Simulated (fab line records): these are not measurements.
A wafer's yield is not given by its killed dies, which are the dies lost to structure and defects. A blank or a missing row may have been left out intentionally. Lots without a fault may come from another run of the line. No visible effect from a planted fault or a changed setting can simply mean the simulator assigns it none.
Problem report in the 8D (eight disciplines) form, filled by code + flow gf180mcu + the parts of the form that need people (team, actions taken, sign-off) are left out

## 1. PROBLEM STATEMENT
Across 3 wafers from 3 lots, CONTACT_CVD_02_THK at GF_CONTACT_THK_MEAS_03 averages 1240 nm, while fault-free wafers read 862 nm with a standard deviation of 11. Measured from the usual mean, that is +34 standard deviations.
First seen on wafer L177.5, day 18 11:53, on film metro-03. At this step, 37 wafers from 13 lots have a number in the record. The rule behind "out" and "out of limits": a value lying over 4 standard deviations away from the usual mean. The other wafers with a number count as sound.

## 2. WHAT IT IS, WHAT IT ISN'T
| question                    | is                           | is not                                                                                                               |
|-----------------------------|------------------------------|----------------------------------------------------------------------------------------------------------------------|
| which readings at this step | CONTACT_CVD_02_THK           | -                                                                                                                    |
| which lots                  | L177, L179, L181             | L168, L170, L174, L183, L185, L186, L187, L189, L190, L191                                                           |
| which wafers of those lots  | L177.5, L179.2, L181.2       | L177.3, L179.1, L179.4, L181.6                                                                                       |
| read on which gauges        | film metro-03, film metro-04 | film metro-01                                                                                                        |
| when                        | from day 18 11:53            | up to then (10 sound wafers); but 24 sound wafers of L179, L181, L183, L185, L186, L187, L189, L190, L191 came after |

## 3. SUSPECTS, AND WHAT RULES EACH OUT
Counting: any tool at a process step up to the reading remains a suspect provided it ran every lot that is out. Sound lots after the first of them don't rule it out here, since some wafers of a struck lot are sound.
- the gauge at GF_CONTACT_THK_MEAS_03: ruled out. 2 gauges (film metro-03, film metro-04) read the wafers that are out.
- rtp anneal-01 at GF_SALICIDE_RTA_08 (time 30 s): kept. Ran every lot that is out, first one L177 (day 18 11:38); last sound lot up to then L174 (day 17 13:59).
- pecvd-04 at GF_CONTACT_CVD_02 (deposits SiO2 from TEOS, target thk 860 nm, time 95.992 s): kept. Ran every lot that is out, first one L177 (day 18 11:48); last sound lot up to then L174 (day 17 14:11).
The count leaves pecvd-04 at GF_CONTACT_CVD_02 and rtp anneal-01 at GF_SALICIDE_RTA_08.

## 4. THE CAUSE (what the simulator had put in)
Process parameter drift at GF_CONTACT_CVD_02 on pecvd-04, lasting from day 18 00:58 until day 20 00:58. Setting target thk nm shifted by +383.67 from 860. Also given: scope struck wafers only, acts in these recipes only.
2 suspects survive the count, and this tool is in that group.

## 5. THE CHAIN OF EFFECTS, in route order
Rows list readings where the struck wafers' mean (over those with a number) sits beyond 3 standard deviations from the usual. Only readings whose record carries a usual standard deviation are examined. hours: median over the lots of the time between each lot's start at the first step of this table that gives one and its start at this step. sigmas: the change, counted in usual standard deviations.
| hours | step                   | reading            | usual  | on struck wafers | change | sigmas |
|-------|------------------------|--------------------|--------|------------------|--------|--------|
| 0     | GF_CONTACT_THK_MEAS_03 | CONTACT_CVD_02_THK | 862 nm | 1240             | +378   | +34    |
| 2     | GF_CONTACT_CMP_04      | time to endpoint s | 112 s  | 247              | +135   | +24    |
The process steps in it:
- GF_CONTACT_CMP_04: polishes SiO2.

## 6. WHAT WOULD HAVE CAUGHT IT SOONER
In this record the first reading out of limits at a measuring or inspecting step was taken at day 18 11:53, 11 hours after the fault began at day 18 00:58.
An alarm limit of 4 standard deviations would not have fired on the tool readings at GF_CONTACT_CVD_02 for which the record gives a usual standard deviation, since none of them was out on any struck wafer.
Of the lots that are out (3), L179, L181 began GF_CONTACT_CVD_02 on pecvd-04 after day 18 11:53. A hold on the tool at that time would have spared those 2.
